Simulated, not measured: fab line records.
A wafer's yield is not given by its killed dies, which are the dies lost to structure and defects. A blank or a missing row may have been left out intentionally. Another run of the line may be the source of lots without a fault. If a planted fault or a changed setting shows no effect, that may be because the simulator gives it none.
Chamber matching + flow sky130 + SKY_CAPM_CVD_00 on pecvd-01: 3 sister chambers
The step deposits SiO2, target thk 15.5 nm. 18 wafers are shown with their chamber, then 9 later ones without.

## WAFERS PAIRED WITH THEIR CHAMBERS
| wafer  | chamber | heater power w (W) | rf fwd power W (W) |
|--------|---------|--------------------|--------------------|
| L074.1 | 0       | 584                | 444.4              |
| L074.2 | 2       | 764                | 438.2              |
| L074.4 | 1       | 635                | 439.7              |
| L076.2 | 1       | 760                | 442.2              |
| L076.3 | 0       | 630                | 444.2              |
| L076.5 | 0       | 618                | 444.9              |
| L083.1 | 0       | 531                | 443.6              |
| L083.3 | 1       | 667                | 442.3              |
| L083.5 | 2       | 715                | 440.3              |
| L088.1 | 2       | 727                | 438.4              |
| L088.4 | 2       | 739                | 439.5              |
| L088.6 | 0       | 577                | 446.9              |
| L090.2 | 2       | 753                | 437.5              |
| L090.4 | 1       | 700                | 445.1              |
| L090.5 | 2       | 766                | 438.6              |
| L091.1 | 1       | 735                | 439.9              |
| L091.2 | 0       | 578                | 443.8              |
| L091.4 | 0       | 592                | 443.3              |

SIGNATURES (averages over the wafers above)
| reading        | chamber 0 | chamber 1 | chamber 2 | scatter within a chamber |
|----------------|-----------|-----------|-----------|--------------------------|
| heater power w | 587.14    | 699.40    | 744.00    | 35                       |
| rf fwd power W | 444.443   | 441.840   | 438.750   | 1.48                     |
Rule: distance of a wafer from a chamber = root of the sum over the readings of ((wafer's reading minus chamber's mean) / reading's scatter) squared. The wafer belongs to the nearest chamber; if the next one is less than 2 further off, it can't be placed. How the scatter is found: for the shown wafers, subtract from each reading the mean of its chamber, square and add these, divide the total by (wafers less chambers), then take the root.

## WAFERS WHOSE CHAMBER IS MISSING
| wafer  | heater power w (W) | rf fwd power W (W) |
|--------|--------------------|--------------------|
| L093.2 | 712                | 439.6              |
| L093.3 | 784                | 438.5              |
| L093.4 | 767                | 437.5              |
| L095.1 | 798                | 437.3              |
| L095.3 | 627                | 444.9              |
| L095.4 | 776                | 436.5              |
| L096.4 | 633                | 441.7              |
| L096.5 | 609                | 445.0              |
| L096.6 | 797                | 439.2              |

## THE CHAMBER EACH PASSED THROUGH
| wafer  | from the rows above          | in truth |
|--------|------------------------------|----------|
| L093.2 | can't be placed: 2 or 1      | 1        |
| L093.3 | 2                            | 2        |
| L093.4 | 2                            | 2        |
| L095.1 | 2                            | 2        |
| L095.3 | can't be placed: 0 or 1      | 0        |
| L095.4 | 2                            | 2        |
| L096.4 | can't be placed: 1 or 0 or 2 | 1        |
| L096.5 | 0                            | 0        |
| L096.6 | can't be placed: 2 or 1      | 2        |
Placed correctly: 5 of 9. Can't be placed from these rows: 4 (the true chamber is among the candidates in 4). 0 placed wrongly.
